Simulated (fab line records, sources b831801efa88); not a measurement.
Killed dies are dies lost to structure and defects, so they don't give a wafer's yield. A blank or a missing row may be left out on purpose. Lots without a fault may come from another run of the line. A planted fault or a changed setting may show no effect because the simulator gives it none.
Tool commonality check | flow gf180mcu | 14 lots, 39 wafers sampled

WHY IT WAS OPENED
At GF_MIM_THK_MEAS_06 the reading MIM_CVD_05_THK is flagged on 2 of 14 lots. Wafers without a fault read 41.8 nm, standard deviation 0.59.
Rule: a lot is flagged when every wafer of it that has a number lies more than 4 standard deviations from that mean, or none has a number. The other lots count as sound.

lot  | measured     | on            | MIM_CVD_05_THK (nm), wafer by wafer | flag
L311 | day 24 12:23 | film_metro-03 | 41.4 43.2                           |
L312 | day 24 20:58 | film_metro-01 | 41.1 41.6 42.1                      |
L313 | day 25 07:16 | film_metro-01 | 41.9 42.5 42.1                      |
L314 | day 25 13:05 | film_metro-01 | 42.0 41.8 42.6                      |
L315 | day 25 20:42 | film_metro-04 | 68.0 67.6 68.6                      | FLAGGED
L317 | day 26 16:28 | film_metro-01 | 67.1 68.0 68.0                      | FLAGGED
L325 | day 29 02:04 | film_metro-01 | 41.9 42.4 43.1                      |
L327 | day 29 09:49 | film_metro-03 | 41.4 41.6 41.6                      |
L328 | day 29 22:05 | film_metro-04 | 42.0 42.3 42.3                      |
L329 | day 30 02:29 | film_metro-03 | 41.0 41.9 41.7                      |
L330 | day 30 09:20 | film_metro-04 | 41.2 40.9 41.0                      |
L331 | day 30 17:18 | film_metro-01 | 41.4 41.5                           |
L333 | day 31 04:12 | film_metro-03 | 41.9 41.2                           |
L334 | day 31 09:20 | film_metro-03 | 41.7 42.9 42.1                      |
The numbers of the flagged lots are 67.9 nm on average: +26.1 nm against the usual, or +44 standard deviations.

WHICH TOOL RAN EACH LOT
The record holds 2 process steps before the reading, out of a route of 602 steps. In each cell: the tool, then ch and the chambers that the sampled wafers went through, then the start.
lot  | flag    | GF_MIM_SPUTTER_01            | GF_MIM_CVD_05
L311 |         | pvd_sputter-04, day 24 12:14 | pecvd-01 ch 0,1, day 24 12:21
L312 |         | pvd_sputter-04, day 24 20:49 | pecvd-01 ch 0,2, day 24 20:56
L313 |         | pvd_sputter-02, day 25 07:05 | pecvd-03 ch 0,1,2, day 25 07:12
L314 |         | pvd_sputter-04, day 25 12:55 | pecvd-03 ch 1,2, day 25 13:02
L315 | FLAGGED | pvd_sputter-04, day 25 20:32 | pecvd-03 ch 1,2, day 25 20:39
L317 | FLAGGED | pvd_sputter-02, day 26 16:19 | pecvd-03 ch 0,1, day 26 16:26
L325 |         | pvd_sputter-04, day 29 01:55 | pecvd-03 ch 0,2, day 29 02:02
L327 |         | pvd_sputter-01, day 29 09:38 | pecvd-02 ch 0,1, day 29 09:45
L328 |         | pvd_sputter-04, day 29 21:56 | pecvd-01 ch 0,1, day 29 22:03
L329 |         | pvd_sputter-01, day 30 02:19 | pecvd-02 ch 0,1,2, day 30 02:26
L330 |         | pvd_sputter-04, day 30 09:11 | pecvd-02 ch 0,1, day 30 09:18
L331 |         | pvd_sputter-01, day 30 17:08 | pecvd-02 ch 0, day 30 17:16
L333 |         | pvd_sputter-01, day 31 04:01 | pecvd-01 ch 0,2, day 31 04:09
L334 |         | pvd_sputter-04, day 31 09:10 | pecvd-01 ch 0,1, day 31 09:17
What these steps do:
- GF_MIM_SPUTTER_01: material TiN, target thk 30 nm, time 25 s.
- GF_MIM_CVD_05: deposits Si3N4, target thk 42 nm, time 29.086 s.
- GF_MIM_THK_MEAS_06

FLAGGED OVER TOTAL, TOOL BY TOOL (the gauges that took the reading come last)
step               | tool           | lots run | flagged | share of the flagged lots | sound lots run after its first flagged lot
GF_MIM_SPUTTER_01  | pvd_sputter-01 | 4        | 0       | none                      | -
GF_MIM_SPUTTER_01  | pvd_sputter-02 | 2        | 1       | some                      | 0
GF_MIM_SPUTTER_01  | pvd_sputter-04 | 8        | 1       | some                      | 4 (L325,L328,L330,L334)
GF_MIM_CVD_05      | pecvd-01       | 5        | 0       | none                      | -
GF_MIM_CVD_05      | pecvd-02       | 4        | 0       | none                      | -
GF_MIM_CVD_05      | pecvd-03       | 5        | 2       | all                       | 1 (L325)
GF_MIM_THK_MEAS_06 | film_metro-01  | 6        | 1       | some                      | 2 (L325,L331)
GF_MIM_THK_MEAS_06 | film_metro-03  | 5        | 0       | none                      | -
GF_MIM_THK_MEAS_06 | film_metro-04  | 3        | 1       | some                      | 2 (L328,L330)

WHAT THE TABLE ALLOWS
1 row of the table ran every flagged lot: pecvd-03 at GF_MIM_CVD_05.
- pecvd-03 at GF_MIM_CVD_05: 2 of its 5 lots flagged. Sound lots ran on it after the first flagged one (L325), which a lasting fault on the whole tool wouldn't allow.
No row of the table ran every flagged lot and no sound lot after the first.

WHAT THE SIMULATOR HAD PUT IN
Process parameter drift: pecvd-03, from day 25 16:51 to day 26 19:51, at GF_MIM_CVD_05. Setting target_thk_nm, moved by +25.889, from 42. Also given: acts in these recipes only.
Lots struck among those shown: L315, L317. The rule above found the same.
